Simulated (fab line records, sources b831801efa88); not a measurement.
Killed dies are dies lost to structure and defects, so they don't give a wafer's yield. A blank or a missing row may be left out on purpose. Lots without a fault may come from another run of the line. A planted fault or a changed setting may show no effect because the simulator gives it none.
Which tool did it? | flow sky130 | 13 lots, 39 wafers sampled, at 5 steps of a route of 708

WHAT THE GAUGES READ, wafer by wafer
SKY_VT_ADJUST_HVTP_OVL_MEAS_08.
lot  | measured     | on         | VT_ADJUST_HVTP_OVL (nm)
L654 | day 6 00:47  | overlay-01 | -2.2 -1.2 -0.2
L655 | day 6 10:33  | overlay-01 | 0.8 1.0 1.5
L658 | day 7 05:56  | overlay-02 | 0.1 1.4 0.2
L660 | day 7 21:04  | overlay-02 | -2.0 -1.1 -0.5
L661 | day 7 22:41  | overlay-01 | 0.3 0.6 0.1
L664 | day 8 19:15  | overlay-02 | -0.1 -0.2 -1.8
L665 | day 9 00:29  | overlay-02 | -1.3 -0.7 -0.4
L666 | day 9 05:41  | overlay-01 | -0.4 0.8 0.2
L667 | day 9 13:11  | overlay-01 | 1.2 0.4 1.9
L672 | day 10 17:43 | overlay-01 | -1.1 -0.5 -0.5
L674 | day 11 04:13 | overlay-02 | -0.8 -0.1 0.6
L675 | day 11 12:40 | overlay-01 | -1.7 -1.1 -1.3
L677 | day 12 01:04 | overlay-01 | -0.4 -0.7 0.4

SKY_SONOS_TUNNEL_CD_MEAS_07: target cd 410 nm.
lot  | measured     | on        | cd_nm (nm)
L654 | day 11 06:50 | cd_sem-01 | 407.9 407.5 407.4
L655 | day 11 19:19 | cd_sem-01 | 411.3 411.8 410.7
L658 | day 12 17:07 | cd_sem-02 | 407.1 404.7 406.4
L660 | day 13 11:52 | cd_sem-02 | 411.9 409.2 412.3
L661 | day 13 15:58 | cd_sem-02 | 408.2 408.1 406.7
L664 | day 14 17:03 | cd_sem-01 | - - -
L665 | day 14 23:38 | cd_sem-02 | - - -
L666 | day 15 07:46 | cd_sem-02 | - - -
L667 | day 15 14:34 | cd_sem-01 | 408.5 410.7 408.7
L672 | day 17 05:31 | cd_sem-02 | 408.1 408.7 410.1
L674 | day 17 19:36 | cd_sem-01 | 406.2 403.4 404.7
L675 | day 18 07:44 | cd_sem-02 | 411.0 408.8 407.8
L677 | day 19 01:10 | cd_sem-01 | 410.7 410.0 410.9

SKY_LDD_N_TW_MEAS_17.
lot  | measured     | on            | LDD_N_TW
L654 | day 17 10:42 | film_metro-04 | 2579 2561 2565
L655 | day 18 02:37 | film_metro-02 | 2564 2577 2569
L658 | day 19 15:19 | film_metro-02 | 2544 2550 2553
L660 | day 20 11:56 | film_metro-02 | 2569 2563 2576
L661 | day 20 12:26 | film_metro-02 | 2585 2566 2579
L667 | day 22 19:25 | film_metro-04 | 2569 2557 2576
L672 | day 24 12:19 | film_metro-01 | 2561 2570 2573
L674 | day 24 23:40 | film_metro-01 | 2576 2572 2571
L675 | day 25 12:11 | film_metro-01 | 2573 2567 2569
L677 | day 26 03:13 | film_metro-02 | 2571 2570 2565

WHICH TOOL RAN EACH LOT (tool, then ch and the chambers of the sampled wafers, then the start)
lot  | SKY_NWELL_RTA_28                 | SKY_SONOS_TUNNEL_COAT_02
L654 | rtp_anneal-02 ch 0, day 5 06:02  | litho_track-01 ch 0, day 10 19:17
L655 | rtp_anneal-02 ch 0, day 5 15:15  | litho_track-01 ch 0, day 11 07:07
L658 | rtp_anneal-02 ch 0, day 6 09:23  | litho_track-03 ch 0, day 12 05:08
L660 | rtp_anneal-02 ch 0, day 7 00:25  | litho_track-01 ch 0, day 12 23:13
L661 | rtp_anneal-01 ch 0, day 7 02:35  | litho_track-01 ch 0, day 13 02:52
L664 | rtp_anneal-01 ch 0, day 7 21:56  | litho_track-01, day 14 03:49
L665 | rtp_anneal-02 ch 0, day 8 03:45  | litho_track-03, day 14 09:44
L666 | rtp_anneal-01 ch 0, day 8 08:04  | litho_track-01, day 14 17:52
L667 | rtp_anneal-02 ch 0, day 8 16:14  | litho_track-01 ch 0, day 15 01:22
L672 | rtp_anneal-02 ch 0, day 9 19:44  | litho_track-03 ch 0, day 16 14:48
L674 | rtp_anneal-01 ch 0, day 10 05:16 | litho_track-04 ch 0, day 17 04:25
L675 | rtp_anneal-02 ch 0, day 10 13:58 | litho_track-03 ch 0, day 17 17:02
L677 | rtp_anneal-02 ch 0, day 11 01:24 | litho_track-03 ch 0, day 18 08:26
- SKY_NWELL_RTA_28: time 30 s.
- SKY_SONOS_TUNNEL_COAT_02: resist thk 1140 nm.

WHAT THE TOOLS THEMSELVES READ (means of the sampled wafers that have a number; where no wafer has one, the mark that the record gives instead)
SKY_NWELL_RTA_28.
lot  | tool          | lamp_power_pct (%) | wafer_temp_C_max
L654 | rtp_anneal-02 | 25.36              | 1054.5
L655 | rtp_anneal-02 | 25.30              | 1054.7
L658 | rtp_anneal-02 | 25.27              | 1054.8
L660 | rtp_anneal-02 | 25.31              | 1054.6
L661 | rtp_anneal-01 | 25.34              | 1055.0
L664 | rtp_anneal-01 | 25.32              | 1054.6
L665 | rtp_anneal-02 | 25.32              | 1054.8
L666 | rtp_anneal-01 | 25.32              | 1054.6
L667 | rtp_anneal-02 | 25.32              | 1057.1
L672 | rtp_anneal-02 | 25.26              | 1053.8
L674 | rtp_anneal-01 | 25.37              | 1056.1
L675 | rtp_anneal-02 | 25.34              | 1055.6
L677 | rtp_anneal-02 | 25.32              | 1054.0

SKY_SONOS_TUNNEL_COAT_02.
lot  | tool           | chill_plate_temp_C (C) | dispense_pressure_kPa (kPa)
L654 | litho_track-01 | 23.16                  | 46
L655 | litho_track-01 | 22.98                  | 46
L658 | litho_track-03 | 23.05                  | 44
L660 | litho_track-01 | 23.13                  | 46
L661 | litho_track-01 | 23.00                  | 46
L664 | litho_track-01 | -                      | -
L665 | litho_track-03 | -                      | -
L666 | litho_track-01 | -                      | -
L667 | litho_track-01 | 22.96                  | 46
L672 | litho_track-03 | 22.92                  | 44
L674 | litho_track-04 | 22.95                  | 55
L675 | litho_track-03 | 22.92                  | 44
L677 | litho_track-03 | 22.89                  | 44

THE ANSWER, worked out from the rows above alone
Rule: what is usual is taken from the lots themselves. Put in order of their means at a reading, lots are off if they are a third of the lots or fewer, leave a main group of 4 or more, and stand apart from it by a gap of 3 or more times the standard deviation of the main group's means; of several such gaps the widest counts. A main group whose means are all the same, to the digits that the tables above print for the reading, isn't used. A lot without any number at a reading at which 4 lots or more have one is off too. The other lots that the step has rows for count as sound. The gauges are gone through in route order, then the tools' own readings, and for those a lot's mean is taken as printed above. The first step at which some lot is off is used, and at that step the reading that is off furthest; a lot without a number counts as furthest.
Off: L664, L665, L666, at SKY_SONOS_TUNNEL_CD_MEAS_07 (cd_nm). Without a number there: L664, L665, L666. The main group: mean 408.6 nm, standard deviation 2.
A tool fits if, at a process step before that reading, it ran every lot that is off, and no sound lot after the first of them. The gauges at SKY_SONOS_TUNNEL_CD_MEAS_07 aren't tried: what is off there is off at SKY_SONOS_TUNNEL_COAT_02 too, on other tools, and a gauge's error can't cause that. None of those tried fits.

WHAT THE SIMULATOR HAD PUT IN
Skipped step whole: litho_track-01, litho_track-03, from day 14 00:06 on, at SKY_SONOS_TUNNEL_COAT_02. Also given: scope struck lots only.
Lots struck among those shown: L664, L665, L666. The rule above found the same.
